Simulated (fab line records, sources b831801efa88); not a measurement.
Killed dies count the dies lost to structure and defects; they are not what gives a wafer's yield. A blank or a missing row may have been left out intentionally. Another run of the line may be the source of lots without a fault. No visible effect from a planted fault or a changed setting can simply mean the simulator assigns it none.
Matching of chambers -- flow gf180mcu -- 4 sister chambers for GF_V4_CMP_04 on cmp-02
The step polishes SiO2. 36 wafers are shown with their chamber, then 12 later ones without.

## WAFERS PAIRED WITH THEIR CHAMBERS
wafer,chamber,motor current A (A),time to endpoint s (s)
L075.1,1,11.6,84
L075.2,3,12.8,78
L075.3,0,12.4,80
L076.2,2,12.2,77
L076.5,2,12.4,85
L076.6,3,13.7,84
L077.2,3,13.9,72
L077.3,2,12.2,69
L077.5,0,12.7,84
L079.1,0,12.4,76
L079.2,1,11.6,80
L079.3,3,13.0,73
L079.4,2,12.1,83
L079.5,0,13.3,78
L079.6,1,11.1,82
L080.2,1,11.3,78
L080.4,2,11.9,80
L080.5,2,11.6,77
L081.1,0,12.7,77
L081.2,1,11.2,81
L081.6,1,11.1,89
L084.1,3,12.6,73
L084.4,1,11.1,84
L084.5,3,13.4,75
L086.1,0,11.9,74
L086.2,1,11.5,84
L086.6,3,14.1,83
L088.1,0,12.8,77
L088.3,2,11.8,76
L088.5,3,13.8,81
L091.1,0,12.5,83
L091.3,1,11.5,82
L091.6,1,11.5,86
L092.1,1,11.1,81
L092.4,3,12.9,86
L092.5,3,13.5,88

SIGNATURES (averages over the wafers above)
reading,chamber 0,chamber 1,chamber 2,chamber 3,scatter within a chamber
motor current A,12.588,11.327,12.029,13.370,0.373
time to endpoint s,78.62,82.82,78.14,79.30,4.52
Rule: distance of a wafer from a chamber = root of the sum over the readings of ((wafer's reading minus chamber's mean) / reading's scatter) squared. If the next closest chamber is less than 2 further off than the closest, the wafer can't be placed; otherwise it belongs to the closest. The scatter is the square root of a quotient: the sum, over the shown wafers, of each reading's squared deviation from its chamber's mean, divided by wafers minus chambers.

## WAFERS WHOSE CHAMBER IS MISSING
wafer,motor current A (A),time to endpoint s (s)
L094.2,12.5,84
L094.3,11.0,79
L094.4,13.4,90
L094.1,12.3,83
L094.5,12.0,85
L094.6,11.1,87
L095.1,12.3,78
L095.3,13.8,68
L095.6,13.5,82
L095.2,11.6,72
L095.4,13.3,77
L095.5,13.4,77

## WHICH CHAMBER EACH ONE RAN IN
wafer,from the rows above,in truth
L094.2,can't be placed: 0 or 2 or 3 or 1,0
L094.3,can't be placed: 1 or 2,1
L094.4,can't be placed: 3 or 0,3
L094.1,can't be placed: 0 or 2 or 1 or 3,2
L094.5,can't be placed: 2 or 1 or 0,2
L094.6,1,1
L095.1,can't be placed: 2 or 0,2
L095.3,can't be placed: 3 or 0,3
L095.6,can't be placed: 3 or 0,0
L095.2,can't be placed: 2 or 1 or 0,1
L095.4,can't be placed: 3 or 0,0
L095.5,can't be placed: 3 or 0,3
Placed correctly: 1 of 12. From these rows, 11 cannot be placed; in 11 the true chamber is one of the candidates. 0 placed wrongly.
